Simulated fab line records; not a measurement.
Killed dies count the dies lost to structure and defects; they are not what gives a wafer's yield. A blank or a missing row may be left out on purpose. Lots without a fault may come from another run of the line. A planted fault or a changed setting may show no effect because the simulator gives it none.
Problem report, 8D (eight disciplines) form, completed by code | flow gf180mcu | the parts of the form that need people (team, actions taken, sign-off) are left out

1. WHAT WENT WRONG
Across 6 wafers from 2 lots, VT_IMPLANT_4_TW at GF_VT_IMPLANT_TW_MEAS_43 averages 646, while fault-free wafers read 688 with a standard deviation of 5.1. Measured from the usual mean, that is -8.2 standard deviations.
Seen first at day 10 00:03 on film_metro-01, wafer L834.1. At this step, 39 wafers from 13 lots have a number in the record. Rule for "out", or "out of limits": more than 4 standard deviations from the usual mean. All remaining wafers that have a number are taken as sound.

2. WHAT IT IS; WHAT IT IS NOT
question                    | is                           | is not
which readings at this step | VT_IMPLANT_4_TW              | -
which lots                  | L834, L838                   | L825, L826, L827, L828, L829, L831, L832, L833, L846, L847, L848
which wafers of those lots  | all that have a number       | -
read on which gauges        | film_metro-01, film_metro-04 | film_metro-03
when                        | from day 10 00:03            | up to then (24 sound wafers); but 9 sound wafers of L846, L847, L848 came after

3. THE SUSPECTS, EACH WITH WHAT RULES IT OUT
Counting: a tool at a process step up to the reading stays a suspect if it ran every lot that is out and no sound lot after the first of them.
- ruled out: the gauge at GF_VT_IMPLANT_TW_MEAS_43. The wafers that are out were read on 2 gauges (film_metro-01, film_metro-04).
- implanter-04 at GF_VT_IMPLANT_IMPLANT_41: kept. It ran every lot that is out, first L834 (day 9 23:48), and no sound lot after that; its last sound lot up to then is L833 (day 9 19:39). Out on those wafers are its own readings of beam_energy_keV.
Left after counting: implanter-04 at GF_VT_IMPLANT_IMPLANT_41.

4. THE CAUSE (what the simulator had put in)
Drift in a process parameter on implanter-04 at GF_VT_IMPLANT_IMPLANT_41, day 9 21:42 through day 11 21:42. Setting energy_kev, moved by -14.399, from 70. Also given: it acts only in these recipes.
Only this tool survived the counting.

5. SEQUENCE OF EFFECTS, ordered by route
Each row: a reading whose mean over the struck wafers that have a number lies more than 3 standard deviations from the usual. Scope: only readings with a usual standard deviation given in the record; hours: median across lots of the time from each lot's start at the first step in this table that gives one to its start at this step; sigmas: change in usual standard deviations.
hours | step                     | reading         | usual  | on struck wafers | change  | sigmas
0     | GF_VT_IMPLANT_IMPLANT_41 | beam_energy_keV | 70.001 | 55.617           | -14.384 | -99 or more
0     | GF_VT_IMPLANT_TW_MEAS_43 | VT_IMPLANT_4_TW | 688    | 646              | -42     | -8.2
Process steps it contains:
- GF_VT_IMPLANT_IMPLANT_41
Later measuring or inspecting steps at which every struck wafer that the step has a row for has a number for every such reading, and none has moved that far: GF_M1_CD_MEAS_14.

6. HOW IT WOULD HAVE BEEN CAUGHT EARLIER
2 hours passed between the start of the fault at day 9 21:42 and the first reading out of limits at a measuring or inspecting step in this record, taken at day 10 00:03.
Tool's own readings at GF_VT_IMPLANT_IMPLANT_41, beam_energy_keV: out on all struck wafers the step has rows for; an alarm limit on them would have tripped on the first.
L838, from the lots that are out (2), started GF_VT_IMPLANT_IMPLANT_41 on implanter-04 later than day 10 00:03. Holding the tool at that time would have saved it.
